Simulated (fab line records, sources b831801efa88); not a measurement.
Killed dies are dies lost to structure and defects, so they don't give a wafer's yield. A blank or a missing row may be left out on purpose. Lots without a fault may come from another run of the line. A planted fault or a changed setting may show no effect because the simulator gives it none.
fab line records | flow sfq_line
record lots=15 wafers=44 last_day=92
route steps=325 shown L0V@24
lots that met no fault: from a run of the same line without faults
start_h: hours from the record's first day to the start of the lot's first wafer shown | wait_h: hours since the lot's step before | " the same as in the row above | L1.1+2: a row that stands for several wafers | - no value, or no start given | * or withheld: withheld | < > ~ a bound
route shown NAME@n: a module of which the file shows steps, and the number in the route of the first | usual: mean/standard deviation of fault-free wafers | same: alike in all rows | chamber/n: place in a boat | sites: the reading at each site | _std_site: their standard deviation | _edge_site: outer sites' mean less inner sites' | radius_mm: how far each site lies from the wafer's centre | mask NAME#n: copy n | behind: the tool/chamber that last shaped the wafer | hold: why the lot was held/for how many hours/how that ended | device: the transistor (n, p or np) that didn't switch | end of line: the same wafers' tests at the end of the route | a step without rows: its recipe alone | killed: dies lost to structure and defects at the first sort, not the wafer's yield | map: a wafer's dies, x killed, . not, _ none there
set.NAME: the setting as run; set.NAME@STEP: as run at that earlier step | model.NAME: the simulator's own value behind a step, which no gauge read
steps of the route over a sample of lots; a table a step, a row a wafer
services: from which hour (start_h, from the record's first day; less than 0 if before it) a tool's chamber was out of use, for how many hours, and why
## steps
# step SFQ_TRILAYER_L0_VIA_BARC_OPEN_VIA_ETCH_021
# recipe mask_material=PR chemistry=O2 target_depth_nm=125 target=BARC source_w=500 bias_w=80 pressure_mtorr=30 time_s=41.7
# usual chamber_pressure_mTorr=29.997/0.027 drypump_motor_current_A=5.4/0.53 oes_product_au=0.685/0.0047 run_length_s=69.9/0.47
# columns lot.wafer tool chamber start_h wait_h chamber_pressure_mTorr drypump_motor_current_A oes_product_au rf_hours_counter_h run_length_s
L620.1 rie_diel-04 1 160.50 0.0 30.014 5.3 0.681 6 69.7
L620.3 " 3 " " 30.023 6.0 0.683 53 70.2
L620.6 " 2 " " 30.006 5.3 0.691 - 69.4
L621.2 rie_diel-02 3 162.17 0.0 30.033 5.8 0.690 103 70.4
L621.3 " 1 " " 30.003 5.0 0.690 135 70.0
L621.4 " 1 " " 29.985 5.0 0.688 - 70.8
L622.2 rie_diel-04 0 168.17 0.0 29.955 5.7 0.682 18 70.2
L622.3 " 3 " " 29.941 6.0 0.690 53 70.2
L622.5 " 0 " " 29.974 5.7 0.681 - 70.2
L623.3 rie_diel-02 1 176.57 0.0 30.026 5.0 0.688 135 69.9
L623.4 " 1 " " 29.955 5.0 0.683 - 70.2
L623.6 " 3 " " 29.941 5.8 0.684 - 70.2
L625.1 rie_diel-03 3 199.35 0.0 29.997 4.7 0.683 56 70.5
L625.2 " 1 " " 29.967 5.0 0.681 17 69.3
L625.6 " 3 " " 30.014 4.7 0.685 - 70.4
L626.1 rie_diel-02 0 202.95 0.0 30.033 5.5 0.685 99 69.2
L626.3 " 2 " " 29.962 5.0 0.683 20 70.5
L626.5 " 2 " " 29.974 5.0 0.681 - 70.6
L627.1 rie_diel-02 1 207.75 0.0 30.009 5.0 0.681 136 70.5
L627.2 " 0 " " 30.005 5.5 0.681 99 69.6
L627.3 " 2 " " 30.028 5.0 0.687 20 70.4
L630.3 rie_diel-02 2 222.25 0.0 30.034 5.0 0.654 20 74.3
L630.4 " 0 " " 29.995 5.5 0.676 100 69.2
L631.2 rie_diel-03 1 227.05 0.0 29.999 5.0 0.683 18 69.4
L631.3 " 3 " " 29.995 4.7 0.681 56 70.6
L631.6 " 1 " " 29.969 5.0 0.686 - 69.0
L632.1 rie_diel-02 0 230.65 0.0 30.006 5.5 0.679 100 69.2
L632.3 " 2 " " 29.992 5.0 0.655 21 74.5
L632.4 " 3 " " 30.013 5.9 0.683 104 69.9
L633.3 rie_diel-02 3 237.85 0.0 30.011 5.9 0.653 104 74.2
L633.4 " 0 " " 30.009 5.5 0.686 100 69.1
L633.6 " 2 " " 29.995 5.0 0.660 - 74.8
L637.1 rie_diel-03 1 273.97 0.0 30.001 5.0 0.684 19 69.3
L637.3 " 3 " " 29.996 4.7 0.687 57 70.1
L637.6 " 3 " " 29.938 4.7 0.690 - 70.0
L640.1 rie_diel-03 2 293.92 0.0 30.027 5.8 0.691 19 70.0
L640.3 " 0 " " 29.974 6.5 0.688 6 69.6
L640.6 " 0 " " 29.969 6.5 0.681 - 69.9
L641.2 rie_diel-03 1 299.92 0.0 30.030 5.0 0.681 19 69.3
L641.3 " 3 " " 29.937 4.7 0.686 57 70.0
L641.4 " 0 " " 29.976 6.5 0.682 - 69.8
L643.2 rie_diel-02 3 314.32 0.0 30.045 5.8 0.687 105 70.1
L643.5 " 1 " " 29.981 5.0 0.693 - 70.1
L643.6 " 0 " " 29.999 5.5 0.689 - 69.5
## services
# columns tool chamber start_h hours kind
rie_diel-03 2 144.82 1.8 repair
rie_diel-02 2 150.39 52.5 repair
rie_diel-03 0 166.15 1.6 repair
rie_diel-03 - 166.93 0.7 repair
rie_diel-02 0 198.23 2.0 repair
rie_diel-02 2 216.32 4.4 repair
rie_diel-03 2 224.86 3.7 repair
rie_diel-03 0 239.54 11.6 repair
rie_diel-02 - 276.77 0.5 repair
rie_diel-04 2 277.60 5.1 repair
rie_diel-02 1 285.24 - clean
rie_diel-02 1 285.24 16.3 scheduled_down
rie_diel-02 1 285.24 16.3 vent_cycle
rie_diel-03 2 297.06 44.8 repair
## key
first_sign step=SFQ_TRILAYER_L0_VIA_BARC_OPEN_VIA_ETCH_021 reading=run_length_s direction=up sigmas=9.5 usual=* struck=*
effect step=SFQ_TRILAYER_L0_VIA_BARC_OPEN_VIA_ETCH_021 reading=oes_product_au direction=down sigmas=6.2 usual=0.685 struck=0.655
met_at SFQ_TRILAYER_L0_VIA_BARC_OPEN_VIA_ETCH_021
struck_lots L630,L632,L633
struck_wafers L630.3,L632.3,L633.3,L633.6
onset_between 207.75 222.25
fault kind=process_parameter_drift tool=rie_diel-02 chamber=- onset_h=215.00 steps=SFQ_TRILAYER_L0_VIA_BARC_OPEN_VIA_ETCH_021 channel=time_s offset=* shape=step end_h=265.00 scope=struck_wafers_only acts_in=* stated=*
